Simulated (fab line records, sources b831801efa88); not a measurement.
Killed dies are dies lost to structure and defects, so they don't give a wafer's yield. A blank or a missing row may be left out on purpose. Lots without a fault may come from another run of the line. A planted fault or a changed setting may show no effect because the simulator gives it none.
Which tool did it? | flow sky130 | 12 lots, 36 wafers sampled, at 3 steps of a route of 708

WHAT THE GAUGES READ, wafer by wafer
SKY_METAL4_CD_MEAS_13: target cd 300 nm. Usual: cd_nm 299.7 nm, standard deviation 1.4.
lot  | measured     | on        | cd_nm (nm)        | flag
L672 | day 41 21:11 | cd_sem-01 | 298.8 300.3 299.4 |
L679 | day 43 17:51 | cd_sem-01 | 299.9 298.7 299.9 |
L680 | day 44 03:34 | cd_sem-02 | 300.0 300.4 301.2 |
L681 | day 44 11:14 | cd_sem-02 | 300.7 299.8 300.8 |
L682 | day 44 22:52 | cd_sem-02 | 300.2 299.0 298.5 |
L687 | day 46 09:20 | cd_sem-01 | 299.9 299.2 299.2 |
L683 | day 46 12:47 | cd_sem-02 | 299.8 299.6 299.2 |
L686 | day 46 19:40 | cd_sem-01 | 299.3 299.3 299.2 |
L688 | day 46 21:42 | cd_sem-01 | 302.1 301.1 301.3 |
L692 | day 47 06:17 | cd_sem-02 | 299.9 299.9 300.9 |
L693 | day 47 15:53 | cd_sem-02 | 301.7 301.0 301.8 |
L694 | day 47 22:06 | cd_sem-01 | 301.3 301.2 300.6 |

WHICH TOOL RAN EACH LOT (tool, then ch and the chambers of the sampled wafers, then the start)
lot  | SKY_METAL3_STRIP_20             | SKY_CAP2M_SPUTTER_02
L672 | wet_bench-04 ch 0, day 38 15:23 | pvd_sputter-02, day 39 20:18
L679 | wet_bench-02 ch 0, day 40 18:22 | pvd_sputter-02, day 41 20:58
L680 | wet_bench-02 ch 3, day 41 02:55 | pvd_sputter-04, day 42 05:19
L681 | wet_bench-02 ch 0, day 41 11:52 | pvd_sputter-04, day 42 14:43
L682 | wet_bench-03 ch 0, day 42 00:01 | pvd_sputter-02, day 43 01:32
L687 | wet_bench-03 ch 2, day 43 14:08 | pvd_sputter-02, day 44 15:00
L683 | wet_bench-04 ch 1, day 43 18:01 | pvd_sputter-04, day 44 19:14
L686 | wet_bench-03 ch 0, day 44 01:16 | pvd_sputter-02, day 45 02:10
L688 | wet_bench-03 ch 3, day 44 03:07 | pvd_sputter-01, day 45 03:21
L692 | wet_bench-03 ch 1, day 44 13:37 | pvd_sputter-04, day 45 13:44
L693 | wet_bench-03 ch 3, day 44 23:52 | pvd_sputter-02, day 46 00:04
L694 | wet_bench-04 ch 2, day 45 04:34 | pvd_sputter-04, day 46 04:26
- SKY_METAL3_STRIP_20: strips in post etch residue remover, time 1200 s.
- SKY_CAP2M_SPUTTER_02: material TiN, target thk 200 nm, time 166.7 s.

WHAT THE TOOLS THEMSELVES READ (means of the sampled wafers that have a number; where no wafer has one, the mark that the record gives instead)
SKY_CAP2M_SPUTTER_02. Usual: throttle_valve_pct 29.7 %, standard deviation 0.89.
lot  | tool           | throttle_valve_pct (%) | flag
L672 | pvd_sputter-02 | 29.6                   |
L679 | pvd_sputter-02 | 29.6                   |
L680 | pvd_sputter-04 | 29.8                   |
L681 | pvd_sputter-04 | 30.4                   |
L682 | pvd_sputter-02 | 29.7                   |
L687 | pvd_sputter-02 | 29.5                   |
L683 | pvd_sputter-04 | 29.9                   |
L686 | pvd_sputter-02 | 30.3                   |
L688 | pvd_sputter-01 | 29.9                   |
L692 | pvd_sputter-04 | 30.0                   |
L693 | pvd_sputter-02 | 29.4                   |
L694 | pvd_sputter-04 | 29.9                   |

THE ANSWER, worked out from the rows above alone
Rule: a lot is off if the mean of its wafers that have a number lies more than 3 standard deviations from the usual mean. A lot without any number at a reading at which 4 lots or more have one is off too. The other lots that the step has rows for count as sound. The gauges are gone through in route order, then the tools' own readings, and for those a lot's mean is taken as printed above. The first step at which some lot is off is used, and at that step the reading that is off furthest; a lot without a number counts as furthest.
No lot is off at any reading shown: from this, nothing can be told.

WHAT THE SIMULATOR HAD PUT IN
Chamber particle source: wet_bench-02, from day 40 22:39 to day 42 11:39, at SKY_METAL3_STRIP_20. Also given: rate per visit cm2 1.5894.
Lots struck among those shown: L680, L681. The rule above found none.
